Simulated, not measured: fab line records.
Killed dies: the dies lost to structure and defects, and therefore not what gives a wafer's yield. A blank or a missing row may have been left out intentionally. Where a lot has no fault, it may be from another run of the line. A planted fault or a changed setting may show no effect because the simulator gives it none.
fab line records	flow sky130
record lots=11	wafers=33	lastDay=50
route steps=708 shown METAL2@500 VIA2@508 PAD_OPEN@708
lots with no fault: from the same line, run without faults
startH: hours from the record's first day to the start of the lot's first wafer shown	waitH: hours elapsed since this lot's preceding step	" unchanged from the row above	L1.1+2: several wafers, shown together as one row	- no value present, or no start provided	* or withheld: withheld	< > ~ a bound
route shown NAME@n: names a module that has steps shown in the file, with the first one's number in the route	usual: mean and standard deviation over wafers with no fault	same: alike in all rows	chamber/n: place in a boat	sites: each site's reading	_std_site: standard deviation across them	_edge_site: the outer-site mean with the inner-site mean subtracted	radiusMm: how far each site lies from the wafer's centre	mask NAME#n: copy n	behind: the most recent tool/chamber to have shaped the wafer	hold: why the lot was held/for how many hours/how that ended	device: whichever transistor did not switch (one of n, p or np)	end of line: at the end of the route, the tests of the same wafers	where a step has no rows: the recipe by itself	killed: at the first sort, the dies lost to defects and structure; wafer yield is something else	map: the dies of a wafer, with x for killed, . for not killed, _ for no die there
set.NAME: the run value of the setting; set.NAME@STEP: its run value at that earlier step	model.NAME: the simulator's own value behind a step, which no gauge read
the route's steps for a sample of lots (tables are steps, rows are wafers)
services: from which hour (startH, from the record's first day; less than 0 if before it) a tool's chamber was out of use, for how many hours, and why
## steps
# step SKY_METAL2_DESCUM_17
# recipe chemistry=O2	sourcePowerW=150	biasPowerW=0	pressureMtorr=10	tempC=40	timeS=8
# usual drypumpMotorCurrentA=5.58/0.15	oesProductAu=0.999/0.0085	tempC=40.01/0.12
lot.wafer	tool	chamber	startH	waitH	drypumpMotorCurrentA	oesProductAu	rfHoursCounterH	tempC
L872.4	rieMetal-01	1	827.02	0.0	5.49	1.002	-	40.17
L872.5	"	0	"	"	5.80	0.989	-	39.94
L872.6	"	1	"	"	5.49	0.989	-	39.98
L873.1	rieMetal-03	0	840.26	0.0	5.67	1.021	12	39.96
L873.2	"	1	"	"	5.65	0.992	3	40.13
L873.6	"	0	"	"	5.65	1.013	-	40.04
L876.2	rieMetal-01	0	859.16	0.0	5.78	0.990	10	40.11
L876.5	"	0	"	"	5.75	1.011	-	40.07
L876.6	"	1	"	"	5.48	1.000	-	39.88
L877.2	rieMetal-04	1	874.78	0.0	5.56	0.984	15	39.93
L877.4	"	1	"	"	5.61	1.000	-	39.78
L877.6	"	1	"	"	5.61	1.007	-	39.92
L878.2	rieMetal-01	1	893.18	0.0	5.49	0.993	3	40.02
L878.4	"	1	"	"	5.48	0.986	-	39.97
L878.5	"	1	"	"	5.50	0.992	-	40.08
L880.1	rieMetal-03	0	893.96	0.0	5.60	1.013	15	40.19
L880.5	"	1	"	"	5.65	0.995	-	39.95
L880.6	"	0	"	"	5.62	1.006	-	40.11
L882.2	rieMetal-01	0	913.03	0.0	5.77	0.995	13	39.87
L882.3	"	1	"	"	5.49	1.004	-	39.78
L882.5	"	1	"	"	5.48	0.995	-	39.99
L884.2	rieMetal-04	0	915.17	0.0	5.27	0.997	10	39.92
L884.4	"	0	"	"	5.29	1.001	-	39.89
L884.5	"	0	"	"	5.29	0.992	-	40.07
L883.2	rieMetal-01	0	918.08	0.0	5.77	1.001	13	40.11
L883.3	"	1	"	"	5.48	0.997	-	40.10
L883.4	"	0	"	"	5.76	0.996	-	39.88
L887.3	rieMetal-03	1	936.23	0.0	5.67	0.992	-	39.77
L887.4	"	0	"	"	5.60	1.019	-	39.82
L887.6	"	0	"	"	5.61	1.012	-	39.79
L894.1	rieMetal-03	1	986.43	0.0	5.66	0.999	10	39.80
L894.2	"	0	"	"	5.64	1.025	19	39.90
L894.4	"	0	"	"	5.60	1.009	-	40.20
# step SKY_METAL2_STRIP_20
# recipe chemistry=O2/N2	powerW=1400	pressureMtorr=1500	platenTempC=withheld	o2FlowSccm=3000	n2FlowSccm=300	overashFraction=0.5136
# usual drypumpMotorCurrentA=5.7/0.32	oesProductAu=0.344/0.005	stripTimeToEndpointS=2.71/0.043
lot.wafer	tool	chamber	startH	waitH	drypumpMotorCurrentA	oesProductAu	rfHoursCounterH	stripTimeToEndpointS
L872.4	plasmaAsher-01	0	827.23	0.1	5.5	0.341	-	2.72
L872.5	"	1	"	"	6.2	0.341	-	2.75
L872.6	"	0	"	"	5.5	0.345	-	2.78
L873.1	plasmaAsher-01	1	840.45	0.1	6.2	0.340	71	2.59
L873.2	"	0	"	"	5.5	0.345	71	2.75
L873.6	"	0	"	"	5.5	0.329	-	2.65
L876.2	plasmaAsher-02	1	859.34	0.1	5.6	0.344	44	2.77
L876.5	"	0	"	"	5.6	0.350	-	2.80
L876.6	"	1	"	"	5.6	0.347	-	2.70
L877.2	plasmaAsher-04	0	874.96	0.1	6.1	0.339	14	2.69
L877.4	"	0	"	"	6.0	0.348	-	2.73
L877.6	"	1	"	"	5.4	0.347	-	2.71
L878.2	plasmaAsher-01	1	893.36	0.1	6.2	0.341	75	2.68
L878.4	"	1	"	"	6.2	0.337	-	2.71
L878.5	"	0	"	"	5.5	0.338	-	2.71
L880.1	plasmaAsher-04	0	894.15	0.1	6.1	0.339	16	2.60
L880.5	"	1	"	"	5.3	0.342	-	2.70
L880.6	"	0	"	"	6.0	0.334	-	2.62
L882.2	plasmaAsher-01	1	913.21	0.1	6.2	0.348	77	2.73
L882.3	"	1	"	"	6.2	0.342	-	2.72
L882.5	"	0	"	"	5.5	0.345	-	2.74
L884.2	plasmaAsher-01	1	915.35	0.1	6.2	0.343	78	2.72
L884.4	"	1	"	"	6.2	0.346	-	2.69
L884.5	"	1	"	"	6.2	0.345	-	2.71
L883.2	plasmaAsher-01	1	918.26	0.1	6.2	0.345	78	2.74
L883.3	"	1	"	"	6.2	0.341	-	2.72
L883.4	"	0	"	"	5.5	0.335	-	2.73
L887.3	plasmaAsher-02	0	936.43	0.1	5.6	0.362	-	2.73
L887.4	"	1	"	"	5.6	0.341	-	2.66
L887.6	"	0	"	"	5.6	0.341	-	2.60
L894.1	plasmaAsher-01	0	986.61	0.1	5.5	0.346	85	2.76
L894.2	"	1	"	"	6.2	0.341	85	2.64
L894.4	"	0	"	"	5.5	0.337	-	2.63
# step SKY_VIA2_THK_MEAS_01
# recipe reads=SiO2_of_VIA2_HDPCVD_00
# usual VIA2_HDPCVD_THK=1182/10
lot.wafer	tool	chamber	startH	waitH	VIA2_HDPCVD_THK[nm]
L872.4	filmMetro-02	-	827.99	0.0	1192
L872.5	"	-	"	"	1181
L872.6	"	-	"	"	1178
L873.1	filmMetro-02	-	841.17	0.1	1178
L873.2	"	-	"	"	1172
L873.6	"	-	"	"	1168
L876.2	filmMetro-03	-	860.07	0.1	1187
L876.5	"	-	"	"	1179
L876.6	"	-	"	"	1183
L877.2	filmMetro-01	-	875.72	0.1	1168
L877.4	"	-	"	"	1159
L877.6	"	-	"	"	1179
L878.2	filmMetro-01	-	894.09	0.1	1187
L878.4	"	-	"	"	1176
L878.5	"	-	"	"	1196
L880.1	filmMetro-02	-	894.87	0.1	1201
L880.5	"	-	"	"	1196
L880.6	"	-	"	"	1203
L882.2	filmMetro-01	-	913.94	0.1	1179
L882.3	"	-	"	"	1173
L882.5	"	-	"	"	1183
L884.2	filmMetro-01	-	916.09	0.1	1176
L884.4	"	-	"	"	1174
L884.5	"	-	"	"	1188
L883.2	filmMetro-02	-	919.10	0.1	1180
L883.3	"	-	"	"	1180
L883.4	"	-	"	"	1182
L887.3	filmMetro-01	-	937.20	0.1	1202
L887.4	"	-	"	"	1181
L887.6	"	-	"	"	1201
L894.1	filmMetro-03	-	987.33	0.1	1175
L894.2	"	-	"	"	1182
L894.4	"	-	"	"	1190
# step SKY_VIA2_DEVELOP_11
# recipe developTimeS=60	resist=KrF-thick	devTempC=21
lot.wafer	tool	chamber	startH	waitH
L872.4+5+6	lithoTrack-01	0	854	-
L873.1+2+6	lithoTrack-01	0	867	-
L876.2+5+6	lithoTrack-02	0	886	-
L877.2+4+6	lithoTrack-02	0	901	-
L878.2+4+5	lithoTrack-01	0	918	-
L880.1+5+6	lithoTrack-01	0	919	-
L882.2+3+5	lithoTrack-02	0	938	-
L884.2+4+5	lithoTrack-01	0	941	-
L883.2+3+4	lithoTrack-01	0	944	-
L887.3+4+6	lithoTrack-01	0	961	-
L894.1+2+4	lithoTrack-02	0	1010	-
# step SKY_VIA2_CD_MEAS_12
# recipe targetCdNm=200
# usual cdNm=200.2/1.5
lot.wafer	tool	chamber	startH	waitH	cdNm
L872.4	cdSem-02	-	854.54	-	197.2
L872.5	"	-	"	"	196.3
L872.6	"	-	"	"	196.0
L873.1	cdSem-02	-	867.53	-	201.4
L873.2	"	-	"	"	199.9
L873.6	"	-	"	"	200.1
L876.2	cdSem-02	-	886.54	-	200.9
L876.5	"	-	"	"	201.9
L876.6	"	-	"	"	203.3
L877.2	cdSem-02	-	901.29	-	200.9
L877.4	"	-	"	"	201.2
L877.6	"	-	"	"	200.7
L878.2	cdSem-02	-	919.00	-	199.3
L878.4	"	-	"	"	198.9
L878.5	"	-	"	"	199.6
L880.1	cdSem-02	-	919.93	-	199.6
L880.5	"	-	"	"	199.1
L880.6	"	-	"	"	198.5
L882.2	cdSem-02	-	938.89	-	199.1
L882.3	"	-	"	"	200.0
L882.5	"	-	"	"	197.7
L884.2	cdSem-02	-	941.25	-	199.4
L884.4	"	-	"	"	198.9
L884.5	"	-	"	"	200.6
L883.2	cdSem-02	-	944.60	-	198.1
L883.3	"	-	"	"	196.6
L883.4	"	-	"	"	199.3
L887.3	cdSem-01	-	961.72	-	205.5
L887.4	"	-	"	"	203.6
L887.6	"	-	"	"	203.4
L894.1	cdSem-01	-	1010.97	-	198.3
L894.2	"	-	"	"	199.2
L894.4	"	-	"	"	201.7
# step SKY_PAD_OPEN_PROBE_99
# usual defectLimitedYield=82.2/1.9	killed_at_M0_to_M3=44/6.8	killed_at_M4_up=3.1/1.8	killedAtContacts=25/5.2	killedAtFrontEnd=15/4.1	killedAtOther=0.3/0.62	killedDies=88/9.4	killedOpen=48/7.1	killedShort=40/6.1	sort_bin_3_pad_short=0.9/0.38	sort_bin_5_function=10.5/1.5	sort_bin_6_memory=6.5/1.2	sort_bin_8_speed=0.5/0.95	sortNPass=402/10	sortYieldPct=81.6/2
# same grossDies=492	killedAtBackSide=0	sort_bin_4_leakage[%]=0
lot.wafer	tool	chamber	startH	waitH	defectLimitedYield[%]	killed_at_M0_to_M3	killed_at_M4_up	killedAtContacts	killedAtFrontEnd	killedAtOther	killedDies	killedOpen	killedShort	sort_bin_3_pad_short[%]	sort_bin_5_function[%]	sort_bin_6_memory[%]	sort_bin_8_speed[%]	sortNPass	sortYieldPct[%]
L876.2	prober-02	-	1106.23	0.1	83.5	46	3	22	9	1	81	41	40	0.8	8.3	7.3	0	411	83.5
L876.5	prober-02	-	1106.38	0.2	84.1	39	4	26	9	0	78	36	42	1.4	8.1	6.3	0.2	413	83.9
L876.6	prober-02	-	1106.43	0.2	85.4	34	8	18	12	0	72	36	36	0.6	9.8	4.3	0.4	418	85.0
L882.2	prober-02	-	1146.65	0.1	83.3	42	1	22	17	0	82	51	31	1.0	11.0	4.7	0.4	408	82.9
L882.3	prober-02	-	1146.70	0.2	86.2	36	2	20	10	0	68	39	29	1.2	8.3	4.3	0	424	86.2
L882.5	prober-02	-	1146.80	0.2	83.9	45	2	20	12	0	79	37	42	0.4	9.8	5.9	0	413	83.9
L883.2	prober-01	-	1153.18	0.1	82.9	42	6	20	16	0	84	41	43	0.8	12.6	3.7	0.2	407	82.7
L883.3	prober-01	-	1153.23	0.2	80.7	42	2	32	19	0	95	50	43	1.0	12.8	5.5	0	397	80.7
L883.4	prober-01	-	1153.28	0.2	83.3	43	4	22	13	0	82	45	37	1.0	8.5	7.1	0.2	409	83.1
L887.3	prober-01	-	1164.20	0.2	84.8	39	2	15	19	0	75	43	30	0.4	8.3	6.5	0	417	84.8
L887.4	prober-01	-	1164.25	0.2	79.9	51	5	29	14	0	99	54	44	1.4	12.0	6.7	1.0	388	78.9
L887.6	prober-01	-	1164.35	0.2	77.6	54	7	25	24	0	110	57	53	1.0	13.0	8.3	0.6	379	77.0
# killed by level:class
L876.2 VIA1:geometricParticle:open=10 VIA3:geometricParticle:open=8 CONTACT:geometricParticle:open=7 METAL1:geometricParticle:short=7 METAL2:geometricParticle:short=7 LI_CONTACT:geometricParticle:open=5 POLY_GATE:geometricParticle:open=4 LOCAL_INTERCONNECT:geometricParticle:short=4
L876.5 VIA1:geometricParticle:open=11 LI_CONTACT:geometricParticle:open=9 METAL2:geometricParticle:short=9 VIA2:geometricParticle:open=6 LOCAL_INTERCONNECT:geometricParticle:short=6 CONTACT:geometricParticle:short=6 CONTACT:geometricParticle:open=3 METAL1:geometricParticle:short=3
L876.6 VIA1:geometricParticle:open=9 METAL4:geometricParticle:short=7 CONTACT:geometricParticle:open=6 VIA2:geometricParticle:open=6 LI_CONTACT:geometricParticle:open=5 VIA1:geometricParticle:short=5 FIELD_ISO:geometricParticle:short=4 LI_CONTACT:geometricParticle:short=4
L882.2 VIA1:geometricParticle:open=13 CONTACT:geometricParticle:open=8 FIELD_ISO:geometricParticle:short=6 LI_CONTACT:geometricParticle:open=6 METAL1:geometricParticle:short=6 VIA2:geometricParticle:open=6 VIA3:geometricParticle:open=6 FIELD_ISO:geometricParticle:open=5
L882.3 VIA1:geometricParticle:open=11 CONTACT:geometricParticle:open=6 VIA3:geometricParticle:open=6 LOCAL_INTERCONNECT:geometricParticle:short=5 VIA2:geometricParticle:open=5 VIA3:geometricParticle:short=4 LI_CONTACT:geometricParticle:open=3 CONTACT:geometricParticle:short=3
L882.5 VIA1:geometricParticle:open=9 METAL1:geometricParticle:short=7 VIA1:geometricParticle:short=6 CONTACT:geometricParticle:open=6 CONTACT:geometricParticle:short=6 VIA3:geometricParticle:open=6 METAL2:geometricParticle:short=4 VIA2:geometricParticle:open=4
L883.2 VIA1:geometricParticle:open=11 METAL1:geometricParticle:short=8 FIELD_ISO:geometricParticle:open=7 CONTACT:geometricParticle:open=6 METAL4:geometricParticle:short=5 VIA2:geometricParticle:open=5 FIELD_ISO:geometricParticle:short=4 LI_CONTACT:geometricParticle:short=4
L883.3 VIA1:geometricParticle:open=15 LI_CONTACT:geometricParticle:open=10 CONTACT:geometricParticle:open=8 VIA1:geometricParticle:short=7 POLY_GATE:geometricParticle:short=6 LOCAL_INTERCONNECT:geometricParticle:short=6 CONTACT:geometricParticle:short=5 FIELD_ISO:geometricParticle:open=4
L883.4 CONTACT:geometricParticle:open=12 VIA1:geometricParticle:open=12 VIA2:geometricParticle:open=8 FIELD_ISO:geometricParticle:short=4 VIA2:geometricParticle:short=4 LOCAL_INTERCONNECT:geometricParticle:short=4 METAL1:geometricParticle:short=4 VIA1:geometricParticle:short=4
L887.3 VIA1:geometricParticle:open=13 VIA2:geometricParticle:open=7 POLY_GATE:geometricParticle:open=6 VIA1:geometricParticle:short=5 VIA3:geometricParticle:open=5 FIELD_ISO:geometricParticle:open=4 POLY_GATE:geometricParticle:short=3 LI_CONTACT:geometricParticle:short=3
L887.4 VIA1:geometricParticle:open=11 CONTACT:geometricParticle:open=10 LI_CONTACT:geometricParticle:open=9 VIA3:geometricParticle:open=8 VIA2:geometricParticle:open=7 METAL1:geometricParticle:short=6 VIA2:geometricParticle:short=5 CONTACT:geometricParticle:short=4
L887.6 VIA1:geometricParticle:open=14 METAL2:geometricParticle:short=11 POLY_GATE:geometricParticle:open=8 CONTACT:geometricParticle:open=8 LI_CONTACT:geometricParticle:open=7 FIELD_ISO:geometricParticle:short=6 FIELD_ISO:geometricParticle:open=6 CONTACT:geometricParticle:short=6
## services
tool	chamber	startH	hours	kind
rieMetal-03	-	824.85	1.8	repair
rieMetal-01	-	833.67	0.2	repair
rieMetal-01	-	838.06	1.0	repair
plasmaAsher-01	-	843.51	2.8	pm
plasmaAsher-01	-	846.91	6.3	repair
rieMetal-01	-	857.63	1.4	pm
rieMetal-04	-	887.92	1.4	pm
rieMetal-04	-	892.66	4.3	pm
rieMetal-04	-	903.46	2.8	pm
plasmaAsher-02	-	912.02	7.4	repair
rieMetal-01	0	930.71	13.0	repair
lithoTrack-02	-	944.16	-	consumableReplace:filter
plasmaAsher-02	-	986.55	1.3	repair
plasmaAsher-02	-	994.49	3.7	repair
plasmaAsher-02	-	994.86	1.7	repair
rieMetal-04	1	995.42	-	clean
rieMetal-04	1	995.42	16.6	scheduledDown
rieMetal-04	1	995.42	16.6	ventCycle
## key
firstSign step=SKY_VIA2_CD_MEAS_12	reading=cdNm	direction=up	sigmas=2.7	usual=200.2	struck=204.2
effect none on later readings
metAt SKY_VIA2_DEVELOP_11
struckLots L887
notActingAt SKY_METAL2_DESCUM_17,SKY_METAL2_STRIP_20,SKY_VIA2_THK_MEAS_01
onsetBetween 944 961
fault kind=processParameterDrift	tool=lithoTrack-01	chamber=-	onsetH=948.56	steps=SKY_VIA2_DEVELOP_11	channel=developTimeS	offset=*	shape=step	endH=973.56	actsIn=*	stated=*
